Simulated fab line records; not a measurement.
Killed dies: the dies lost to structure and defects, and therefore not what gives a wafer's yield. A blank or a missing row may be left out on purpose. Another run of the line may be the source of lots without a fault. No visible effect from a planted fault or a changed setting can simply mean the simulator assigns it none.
What tool caused it? :: flow sky130 :: 13 lots with 39 wafers sampled at 4 steps, on a route of 708 steps

WHAT EACH GAUGE READ, for each wafer
SKY_VT_ADJUST_NCORE_OVL_MEAS_08. Usual: VT_ADJUST_NCORE_OVL -0.3 nm, standard deviation 1.3.
lot: L475
measured: day 8 18:17
on: overlay-01
VT_ADJUST_NCORE_OVL (nm): -0.4 1.2 1.3
flag: 

lot: L476
measured: day 9 00:08
on: overlay-02
VT_ADJUST_NCORE_OVL (nm): -2.7 -4.1 -2.6
flag: 

lot: L478
measured: day 10 05:07
on: overlay-02
VT_ADJUST_NCORE_OVL (nm): -0.8 -1.2 -1.8
flag: 

lot: L480
measured: day 10 08:44
on: overlay-01
VT_ADJUST_NCORE_OVL (nm): -1.6 -2.0 -1.7
flag: 

lot: L481
measured: day 10 15:28
on: overlay-02
VT_ADJUST_NCORE_OVL (nm): -2.2 -0.3 -2.4
flag: 

lot: L482
measured: day 10 22:22
on: overlay-01
VT_ADJUST_NCORE_OVL (nm): -2.9 -1.1 -0.3
flag: 

lot: L490
measured: day 13 00:50
on: overlay-02
VT_ADJUST_NCORE_OVL (nm): -1.3 0.2 0.0
flag: 

lot: L491
measured: day 13 10:53
on: overlay-02
VT_ADJUST_NCORE_OVL (nm): 0.1 -0.5 -0.1
flag: 

lot: L492
measured: day 13 15:03
on: overlay-02
VT_ADJUST_NCORE_OVL (nm): -0.8 -1.0 -1.1
flag: 

lot: L494
measured: day 14 09:38
on: overlay-01
VT_ADJUST_NCORE_OVL (nm): -0.4 1.1 0.0
flag: 

lot: L493
measured: day 14 10:34
on: overlay-01
VT_ADJUST_NCORE_OVL (nm): 0.5 0.1 -0.6
flag: 

lot: L495
measured: day 15 04:44
on: overlay-01
VT_ADJUST_NCORE_OVL (nm): 0.5 1.5 3.2
flag: 

lot: L497
measured: day 15 06:50
on: overlay-01
VT_ADJUST_NCORE_OVL (nm): -0.2 0.0 0.3
flag: 

SKY_SONOS_ONO_CD_MEAS_13 targets a cd of 410 nm. Usual: cd_nm 410.6 nm, standard deviation 2.8.
lot: L475
measured: day 12 16:53
on: cd_sem-02
cd_nm (nm): 408.5 409.7 409.5
flag: 

lot: L476
measured: day 13 03:49
on: cd_sem-01
cd_nm (nm): 411.5 410.6 409.6
flag: 

lot: L478
measured: day 14 11:28
on: cd_sem-02
cd_nm (nm): 411.5 413.0 413.6
flag: 

lot: L480
measured: day 14 16:59
on: cd_sem-01
cd_nm (nm): 414.5 413.1 413.5
flag: 

lot: L481
measured: day 14 21:47
on: cd_sem-02
cd_nm (nm): 412.0 412.2 412.6
flag: 

lot: L482
measured: day 15 07:01
on: cd_sem-01
cd_nm (nm): 410.7 410.3 409.4
flag: 

lot: L490
measured: day 17 18:00
on: cd_sem-01
cd_nm (nm): 410.1 407.5 408.8
flag: 

lot: L491
measured: day 18 07:56
on: cd_sem-02
cd_nm (nm): 407.6 406.3 406.6
flag: 

lot: L492
measured: day 18 13:34
on: cd_sem-02
cd_nm (nm): 410.1 409.3 409.0
flag: 

lot: L494
measured: day 19 10:23
on: cd_sem-01
cd_nm (nm): 407.9 408.6 407.9
flag: 

lot: L493
measured: day 19 12:22
on: cd_sem-01
cd_nm (nm): 407.7 405.9 406.9
flag: 

lot: L495
measured: day 20 10:34
on: cd_sem-01
cd_nm (nm): 411.2 410.7 412.9
flag: 

lot: L497
measured: day 20 15:22
on: cd_sem-01
cd_nm (nm): 413.5 413.5 414.9
flag: 

SKY_LDD_P_OVL_MEAS_08. Usual: LDD_P_OVL 0.8 nm, standard deviation 1.3.
lot: L475
measured: day 18 23:42
on: overlay-02
LDD_P_OVL (nm): 0.4 0.1 1.1
flag: 

lot: L476
measured: day 19 12:11
on: overlay-01
LDD_P_OVL (nm): 0.3 0.7 1.1
flag: 

lot: L478
measured: day 21 03:47
on: overlay-02
LDD_P_OVL (nm): -1.0 -1.5 -1.3
flag: 

lot: L480
measured: day 21 12:29
on: overlay-01
LDD_P_OVL (nm): 1.6 -2.1 0.6
flag: 

lot: L481
measured: day 21 18:08
on: overlay-02
LDD_P_OVL (nm): -0.1 0.3 -1.2
flag: 

lot: L482
measured: day 21 22:22
on: overlay-02
LDD_P_OVL (nm): 1.0 0.4 0.8
flag: 

lot: L490
measured: day 24 13:48
on: overlay-01
LDD_P_OVL (nm): 2.6 4.0 1.9
flag: 

lot: L491
measured: day 25 04:11
on: overlay-02
LDD_P_OVL (nm): 0.3 0.8 1.5
flag: 

lot: L492
measured: day 25 07:11
on: overlay-01
LDD_P_OVL (nm): -0.3 -0.8 -1.6
flag: 

lot: L494
measured: day 26 02:20
on: overlay-02
LDD_P_OVL (nm): 2.3 1.3 2.3
flag: 

lot: L493
measured: day 26 08:47
on: overlay-02
LDD_P_OVL (nm): -0.2 2.5 0.7
flag: 

lot: L495
measured: day 27 01:28
on: overlay-02
LDD_P_OVL (nm): -0.8 -1.0 -0.5
flag: 

lot: L497
measured: day 27 07:59
on: overlay-01
LDD_P_OVL (nm): 1.2 1.6 2.7
flag: 

EACH LOT AND THE TOOL THAT RAN IT (in order: tool; ch and the chambers of the sampled wafers; start)
lot: L475
SKY_POLY_GATE_STRIP_18: plasma_asher-01 ch 0,1, day 16 08:47

lot: L476
SKY_POLY_GATE_STRIP_18: plasma_asher-03 ch 0,1, day 16 20:41

lot: L478
SKY_POLY_GATE_STRIP_18: plasma_asher-01 ch 0,1, day 18 10:01

lot: L480
SKY_POLY_GATE_STRIP_18: plasma_asher-01 ch 0,1, day 18 19:14

lot: L481
SKY_POLY_GATE_STRIP_18: plasma_asher-01 ch 0,1, day 18 23:56

lot: L482
SKY_POLY_GATE_STRIP_18: plasma_asher-01 ch 0,1, day 19 06:17

lot: L490
SKY_POLY_GATE_STRIP_18: plasma_asher-02 ch 0,1, day 21 22:46

lot: L491
SKY_POLY_GATE_STRIP_18: plasma_asher-01 ch 0,1, day 22 13:04

lot: L492
SKY_POLY_GATE_STRIP_18: plasma_asher-01 ch 0,1, day 22 17:31

lot: L494
SKY_POLY_GATE_STRIP_18: plasma_asher-02 ch 0,1, day 23 13:17

lot: L493
SKY_POLY_GATE_STRIP_18: plasma_asher-01 ch 0,1, day 23 17:44

lot: L495
SKY_POLY_GATE_STRIP_18: plasma_asher-01 ch 0,1, day 24 12:17

lot: L497
SKY_POLY_GATE_STRIP_18: plasma_asher-01 ch 0,1, day 24 18:56
- SKY_POLY_GATE_STRIP_18: strips in O2/N2.

AS READ BY THE TOOLS THEMSELVES (means over the sampled wafers that have a number; for cases with no such wafer, the mark the record gives instead)
SKY_POLY_GATE_STRIP_18. Usual: drypump_motor_current_A 5.6 A, standard deviation 0.46; n2_flow_sccm 299.9 sccm, standard deviation 0.76; oes_product_au 0.361 a.u., standard deviation 0.0049; strip_time_to_endpoint_s 3.18 s, standard deviation 0.037.
lot: L475
tool: plasma_asher-01
drypump_motor_current_A (A): 5.5
n2_flow_sccm (sccm): 299.6
oes_product_au (a.u.): 0.363
strip_time_to_endpoint_s (s): 3.21
flag: 

lot: L476
tool: plasma_asher-03
drypump_motor_current_A (A): 5.4
n2_flow_sccm (sccm): 300.1
oes_product_au (a.u.): 0.360
strip_time_to_endpoint_s (s): 3.18
flag: 

lot: L478
tool: plasma_asher-01
drypump_motor_current_A (A): 5.4
n2_flow_sccm (sccm): 300.7
oes_product_au (a.u.): 0.363
strip_time_to_endpoint_s (s): 3.16
flag: 

lot: L480
tool: plasma_asher-01
drypump_motor_current_A (A): 5.2
n2_flow_sccm (sccm): 359.7
oes_product_au (a.u.): 0.357
strip_time_to_endpoint_s (s): 3.15
flag: OFF

lot: L481
tool: plasma_asher-01
drypump_motor_current_A (A): 5.2
n2_flow_sccm (sccm): 360.5
oes_product_au (a.u.): 0.360
strip_time_to_endpoint_s (s): 3.16
flag: OFF

lot: L482
tool: plasma_asher-01
drypump_motor_current_A (A): 5.2
n2_flow_sccm (sccm): 359.2
oes_product_au (a.u.): 0.361
strip_time_to_endpoint_s (s): 3.18
flag: OFF

lot: L490
tool: plasma_asher-02
drypump_motor_current_A (A): 6.3
n2_flow_sccm (sccm): 300.1
oes_product_au (a.u.): 0.362
strip_time_to_endpoint_s (s): 3.18
flag: 

lot: L491
tool: plasma_asher-01
drypump_motor_current_A (A): 5.2
n2_flow_sccm (sccm): 298.8
oes_product_au (a.u.): 0.360
strip_time_to_endpoint_s (s): 3.14
flag: 

lot: L492
tool: plasma_asher-01
drypump_motor_current_A (A): 5.4
n2_flow_sccm (sccm): 300.3
oes_product_au (a.u.): 0.362
strip_time_to_endpoint_s (s): 3.14
flag: 

lot: L494
tool: plasma_asher-02
drypump_motor_current_A (A): 6.3
n2_flow_sccm (sccm): 299.2
oes_product_au (a.u.): 0.359
strip_time_to_endpoint_s (s): 3.12
flag: 

lot: L493
tool: plasma_asher-01
drypump_motor_current_A (A): 5.4
n2_flow_sccm (sccm): 299.8
oes_product_au (a.u.): 0.360
strip_time_to_endpoint_s (s): 3.19
flag: 

lot: L495
tool: plasma_asher-01
drypump_motor_current_A (A): 5.2
n2_flow_sccm (sccm): 300.5
oes_product_au (a.u.): 0.363
strip_time_to_endpoint_s (s): 3.16
flag: 

lot: L497
tool: plasma_asher-01
drypump_motor_current_A (A): 5.2
n2_flow_sccm (sccm): 299.6
oes_product_au (a.u.): 0.361
strip_time_to_endpoint_s (s): 3.20
flag: 

THE ANSWER, worked out from the rows above alone
Rule: a lot counts as off when the mean over its wafers that have a number is more than 3 standard deviations away from the usual mean. A lot without any number at a reading at which 4 lots or more have one is off too. Any other lot the step has rows for is counted as sound. First the gauges in route order, then the tools' own readings, where a lot's mean is used as printed above. At the first step where some lot is off, the reading lying furthest off is the one used; lots without a number count as furthest.
Off at SKY_POLY_GATE_STRIP_18 (n2_flow_sccm): L480, L481, L482.
If a tool, at that step or one of the process steps before it, ran each lot that is off and ran no sound lot following the first of them, it fits. None of those tried fits.

WHAT THE SIMULATOR HAD INSERTED
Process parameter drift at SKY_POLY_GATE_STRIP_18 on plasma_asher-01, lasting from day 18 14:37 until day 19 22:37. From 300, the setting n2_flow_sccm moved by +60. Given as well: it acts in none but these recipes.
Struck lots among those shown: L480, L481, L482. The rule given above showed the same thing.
